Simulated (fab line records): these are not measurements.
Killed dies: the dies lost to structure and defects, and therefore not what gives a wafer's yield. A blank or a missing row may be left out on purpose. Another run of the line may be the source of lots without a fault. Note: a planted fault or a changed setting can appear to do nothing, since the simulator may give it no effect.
Which tool did it? :: flow sky130 :: 14 lots, 42 wafers sampled, at 5 steps of a route of 708

WHAT THE GAUGES SHOWED, per wafer
SKY_SD_N_TW_MEAS_12.
lot: L251
measured: day 27 16:02
on: film-metro-03
SD_N_TW: 3936 3940 3939

lot: L254
measured: day 28 22:35
on: film-metro-03
SD_N_TW: 3901 3905 3920

lot: L252
measured: day 28 22:54
on: film-metro-03
SD_N_TW: 3914 3917 3920

lot: L253
measured: day 28 23:14
on: film-metro-04
SD_N_TW: 4026 4019 4012

lot: L255
measured: day 29 09:30
on: film-metro-02
SD_N_TW: 3951 3950 3931

lot: L256
measured: day 29 13:11
on: film-metro-03
SD_N_TW: 3964 3943 3953

lot: L257
measured: day 29 20:52
on: film-metro-04
SD_N_TW: 4006 3984 4007

lot: L265
measured: day 33 19:40
on: film-metro-04
SD_N_TW: 3969 3980 3984

lot: L264
measured: day 33 22:56
on: film-metro-04
SD_N_TW: 3973 3966 3955

lot: L269
measured: day 34 00:34
on: film-metro-02
SD_N_TW: 3960 3953 3952

lot: L268
measured: day 34 01:26
on: film-metro-04
SD_N_TW: 3986 3974 3974

lot: L270
measured: day 34 04:30
on: film-metro-02
SD_N_TW: 3979 3965 3961

lot: L271
measured: day 34 17:29
on: film-metro-02
SD_N_TW: 3947 3958 3937

lot: L273
measured: day 35 21:50
on: film-metro-03
SD_N_TW: 3951 3944 3959

SKY_SD_N_RS_MEAS_16: uses a four-point probe to measure.
lot: L251
measured: day 27 16:20
on: film-metro-04
SD_N_RS (ohm/sq): 68.43 68.38 68.29

lot: L254
measured: day 28 22:53
on: film-metro-04
SD_N_RS (ohm/sq): 68.35 68.55 68.69

lot: L252
measured: day 28 23:12
on: film-metro-02
SD_N_RS (ohm/sq): 68.14 68.33 68.46

lot: L253
measured: day 28 23:31
on: film-metro-03
SD_N_RS (ohm/sq): 68.62 68.47 68.44

lot: L255
measured: day 29 09:47
on: film-metro-04
SD_N_RS (ohm/sq): 68.67 68.52 68.53

lot: L256
measured: day 29 13:29
on: film-metro-04
SD_N_RS (ohm/sq): 68.35 68.41 68.34

lot: L257
measured: day 29 21:10
on: film-metro-02
SD_N_RS (ohm/sq): 68.43 68.37 68.38

lot: L265
measured: day 33 19:59
on: film-metro-02
SD_N_RS (ohm/sq): - - -

lot: L264
measured: day 33 23:14
on: film-metro-04
SD_N_RS (ohm/sq): - - -

lot: L269
measured: day 34 00:56
on: film-metro-04
SD_N_RS (ohm/sq): 68.56 68.47 68.68

lot: L268
measured: day 34 01:44
on: film-metro-04
SD_N_RS (ohm/sq): 68.40 68.46 68.52

lot: L270
measured: day 34 04:50
on: film-metro-02
SD_N_RS (ohm/sq): 68.35 68.41 68.51

lot: L271
measured: day 34 17:55
on: film-metro-02
SD_N_RS (ohm/sq): 68.43 68.38 68.47

lot: L273
measured: day 35 22:10
on: film-metro-02
SD_N_RS (ohm/sq): 68.62 68.46 68.58

SKY_SD_N_RS_MEAS_17: uses a four-point probe to measure.
lot: L251
measured: day 27 16:28
on: film-metro-04
SD_P_RS (ohm/sq): 146.7 146.1 146.6

lot: L254
measured: day 28 23:01
on: film-metro-04
SD_P_RS (ohm/sq): 147.1 147.1 147.2

lot: L252
measured: day 28 23:19
on: film-metro-02
SD_P_RS (ohm/sq): 146.0 146.4 146.5

lot: L253
measured: day 28 23:38
on: film-metro-03
SD_P_RS (ohm/sq): 147.3 146.5 147.1

lot: L255
measured: day 29 09:55
on: film-metro-04
SD_P_RS (ohm/sq): 147.2 147.3 147.0

lot: L256
measured: day 29 13:36
on: film-metro-04
SD_P_RS (ohm/sq): 146.9 146.7 146.5

lot: L257
measured: day 29 21:17
on: film-metro-02
SD_P_RS (ohm/sq): 147.6 146.9 147.0

lot: L269
measured: day 34 01:04
on: film-metro-04
SD_P_RS (ohm/sq): 146.9 147.0 147.3

lot: L268
measured: day 34 01:51
on: film-metro-04
SD_P_RS (ohm/sq): 147.1 147.0 147.2

lot: L270
measured: day 34 04:57
on: film-metro-02
SD_P_RS (ohm/sq): 146.6 147.1 147.4

lot: L271
measured: day 34 18:02
on: film-metro-02
SD_P_RS (ohm/sq): 147.1 146.6 146.4

lot: L273
measured: day 35 22:17
on: film-metro-02
SD_P_RS (ohm/sq): 147.2 146.7 147.6

TOOL THAT RAN EACH LOT (tool first, then ch and the chambers of the sampled wafers, then the start)
lot: L251
SKY_SD_P_STRIP_10: plasma-asher-04 ch 0,1, day 25 06:05
SKY_SD_N_RTA_14: rtp-anneal-02 ch 0, day 27 16:10

lot: L254
SKY_SD_P_STRIP_10: plasma-asher-01 ch 0,1, day 26 13:26
SKY_SD_N_RTA_14: rtp-anneal-01 ch 0, day 28 22:42

lot: L252
SKY_SD_P_STRIP_10: plasma-asher-03 ch 0,1, day 26 13:44
SKY_SD_N_RTA_14: rtp-anneal-02 ch 0, day 28 23:01

lot: L253
SKY_SD_P_STRIP_10: plasma-asher-04 ch 0,1, day 26 14:02
SKY_SD_N_RTA_14: rtp-anneal-01 ch 0, day 28 23:20

lot: L255
SKY_SD_P_STRIP_10: plasma-asher-03 ch 0,1, day 26 23:44
SKY_SD_N_RTA_14: rtp-anneal-02 ch 0, day 29 09:37

lot: L256
SKY_SD_P_STRIP_10: plasma-asher-03 ch 0,1, day 27 03:56
SKY_SD_N_RTA_14: rtp-anneal-01 ch 0, day 29 13:19

lot: L257
SKY_SD_P_STRIP_10: plasma-asher-03 ch 0,1, day 27 12:14
SKY_SD_N_RTA_14: rtp-anneal-02 ch 0, day 29 20:59

lot: L265
SKY_SD_P_STRIP_10: plasma-asher-04 ch 0,1, day 31 12:32
SKY_SD_N_RTA_14: rtp-anneal-01, day 33 19:46

lot: L264
SKY_SD_P_STRIP_10: plasma-asher-03 ch 0,1, day 31 16:23
SKY_SD_N_RTA_14: rtp-anneal-02, day 33 23:03

lot: L269
SKY_SD_P_STRIP_10: plasma-asher-04 ch 0,1, day 31 17:01
SKY_SD_N_RTA_14: rtp-anneal-02 ch 0, day 34 00:41

lot: L268
SKY_SD_P_STRIP_10: plasma-asher-04 ch 0,1, day 31 18:17
SKY_SD_N_RTA_14: rtp-anneal-02 ch 0, day 34 01:34

lot: L270
SKY_SD_P_STRIP_10: plasma-asher-03 ch 0,1, day 31 21:05
SKY_SD_N_RTA_14: rtp-anneal-01 ch 0, day 34 04:37

lot: L271
SKY_SD_P_STRIP_10: plasma-asher-04 ch 0,1, day 32 11:08
SKY_SD_N_RTA_14: rtp-anneal-02 ch 0, day 34 17:38

lot: L273
SKY_SD_P_STRIP_10: plasma-asher-04 ch 0,1, day 33 16:32
SKY_SD_N_RTA_14: rtp-anneal-01 ch 0, day 35 21:56
- SKY_SD_P_STRIP_10: strips in O2/N2.
- SKY_SD_N_RTA_14: time 2 s.

WHAT THE TOOLS THEMSELVES READ (means of the sampled wafers that have a number; where no wafer has one, the mark that the record gives instead)
SKY_SD_P_STRIP_10.
lot: L251
tool: plasma-asher-04
drypump-motor-current-A (A): 6.25
oes-product-au (a.u.): 0.614
strip-time-to-endpoint-s (s): 17.49

lot: L254
tool: plasma-asher-01
drypump-motor-current-A (A): 5.75
oes-product-au (a.u.): 0.612
strip-time-to-endpoint-s (s): 17.45

lot: L252
tool: plasma-asher-03
drypump-motor-current-A (A): 6.13
oes-product-au (a.u.): 0.616
strip-time-to-endpoint-s (s): 17.53

lot: L253
tool: plasma-asher-04
drypump-motor-current-A (A): 6.21
oes-product-au (a.u.): 0.613
strip-time-to-endpoint-s (s): 17.40

lot: L255
tool: plasma-asher-03
drypump-motor-current-A (A): 6.10
oes-product-au (a.u.): 0.619
strip-time-to-endpoint-s (s): 17.48

lot: L256
tool: plasma-asher-03
drypump-motor-current-A (A): 6.28
oes-product-au (a.u.): 0.618
strip-time-to-endpoint-s (s): 17.48

lot: L257
tool: plasma-asher-03
drypump-motor-current-A (A): 6.14
oes-product-au (a.u.): 0.619
strip-time-to-endpoint-s (s): 17.42

lot: L265
tool: plasma-asher-04
drypump-motor-current-A (A): 6.23
oes-product-au (a.u.): 0.617
strip-time-to-endpoint-s (s): 17.44

lot: L264
tool: plasma-asher-03
drypump-motor-current-A (A): 6.31
oes-product-au (a.u.): 0.621
strip-time-to-endpoint-s (s): 17.46

lot: L269
tool: plasma-asher-04
drypump-motor-current-A (A): 6.21
oes-product-au (a.u.): 0.622
strip-time-to-endpoint-s (s): 17.44

lot: L268
tool: plasma-asher-04
drypump-motor-current-A (A): 6.23
oes-product-au (a.u.): 0.615
strip-time-to-endpoint-s (s): 17.45

lot: L270
tool: plasma-asher-03
drypump-motor-current-A (A): 6.31
oes-product-au (a.u.): 0.616
strip-time-to-endpoint-s (s): 17.50

lot: L271
tool: plasma-asher-04
drypump-motor-current-A (A): 6.24
oes-product-au (a.u.): 0.622
strip-time-to-endpoint-s (s): 17.41

lot: L273
tool: plasma-asher-04
drypump-motor-current-A (A): 6.20
oes-product-au (a.u.): 0.621
strip-time-to-endpoint-s (s): 17.43

SKY_SD_N_RTA_14.
lot: L251
tool: rtp-anneal-02
anneal-temp-c-max: 1079.6
chamber-o2-ppm: 1.980
lamp-power-pct (%): 15.75
wafer_temp_C_max: 1077.9

lot: L254
tool: rtp-anneal-01
anneal-temp-c-max: 1079.6
chamber-o2-ppm: 1.984
lamp-power-pct (%): 15.69
wafer_temp_C_max: 1077.4

lot: L252
tool: rtp-anneal-02
anneal-temp-c-max: 1079.7
chamber-o2-ppm: 1.997
lamp-power-pct (%): 15.73
wafer_temp_C_max: 1078.0

lot: L253
tool: rtp-anneal-01
anneal-temp-c-max: 1079.7
chamber-o2-ppm: 2.011
lamp-power-pct (%): 15.73
wafer_temp_C_max: 1078.2

lot: L255
tool: rtp-anneal-02
anneal-temp-c-max: 1080.3
chamber-o2-ppm: 2.004
lamp-power-pct (%): 15.69
wafer_temp_C_max: 1078.2

lot: L256
tool: rtp-anneal-01
anneal-temp-c-max: 1080.2
chamber-o2-ppm: 2.023
lamp-power-pct (%): 15.75
wafer_temp_C_max: 1078.7

lot: L257
tool: rtp-anneal-02
anneal-temp-c-max: 1081.1
chamber-o2-ppm: 1.984
lamp-power-pct (%): 15.77
wafer_temp_C_max: 1077.6

lot: L265
tool: rtp-anneal-01
anneal-temp-c-max: -
chamber-o2-ppm: -
lamp-power-pct (%): -
wafer_temp_C_max: -

lot: L264
tool: rtp-anneal-02
anneal-temp-c-max: -
chamber-o2-ppm: -
lamp-power-pct (%): -
wafer_temp_C_max: -

lot: L269
tool: rtp-anneal-02
anneal-temp-c-max: 1079.9
chamber-o2-ppm: 2.024
lamp-power-pct (%): 15.77
wafer_temp_C_max: 1079.4

lot: L268
tool: rtp-anneal-02
anneal-temp-c-max: 1080.6
chamber-o2-ppm: 2.012
lamp-power-pct (%): 15.73
wafer_temp_C_max: 1078.2

lot: L270
tool: rtp-anneal-01
anneal-temp-c-max: 1079.7
chamber-o2-ppm: 1.980
lamp-power-pct (%): 15.71
wafer_temp_C_max: 1078.9

lot: L271
tool: rtp-anneal-02
anneal-temp-c-max: 1080.7
chamber-o2-ppm: 2.005
lamp-power-pct (%): 15.76
wafer_temp_C_max: 1079.2

lot: L273
tool: rtp-anneal-01
anneal-temp-c-max: 1080.2
chamber-o2-ppm: 1.996
lamp-power-pct (%): 15.75
wafer_temp_C_max: 1078.4

THE ANSWER, worked out from the rows above alone
Rule: what is usual is taken from the lots themselves. The widest of any qualifying gaps counts: lots, ordered by their means at a reading, are off when they make up no more than a third of the lots, leave a main group of 4 or more, and stand apart from it by 3 or more times the standard deviation of that group's means. A main group is skipped when, at the precision printed for the reading in the tables above, its means are all equal. A lot without any number at a reading at which 4 lots or more have one is off too. Where the step has rows for the other lots, those lots are counted as sound. Order of review: gauges by route order, followed by the tools' own readings, for which a lot's mean as printed above is used. At the first step where some lot is off, the reading lying furthest off is the one used; lots without a number count as furthest.
Off: at SKY_SD_N_RS_MEAS_16 (SD_N_RS), L265, L264. Without a number there: L265, L264. Mean 68.46 ohm/sq and standard deviation 0.086 in the main group.
A tool fits if, at a process step before that reading, it ran every lot that is off, and no sound lot after the first of them. Not tried: the gauges at SKY_SD_N_RS_MEAS_16; whatever is off there is also off at SKY_SD_N_RTA_14, on other tools, and gauge error can't account for it. None of those tried fits.

WHAT THE SIMULATOR HAD INSERTED
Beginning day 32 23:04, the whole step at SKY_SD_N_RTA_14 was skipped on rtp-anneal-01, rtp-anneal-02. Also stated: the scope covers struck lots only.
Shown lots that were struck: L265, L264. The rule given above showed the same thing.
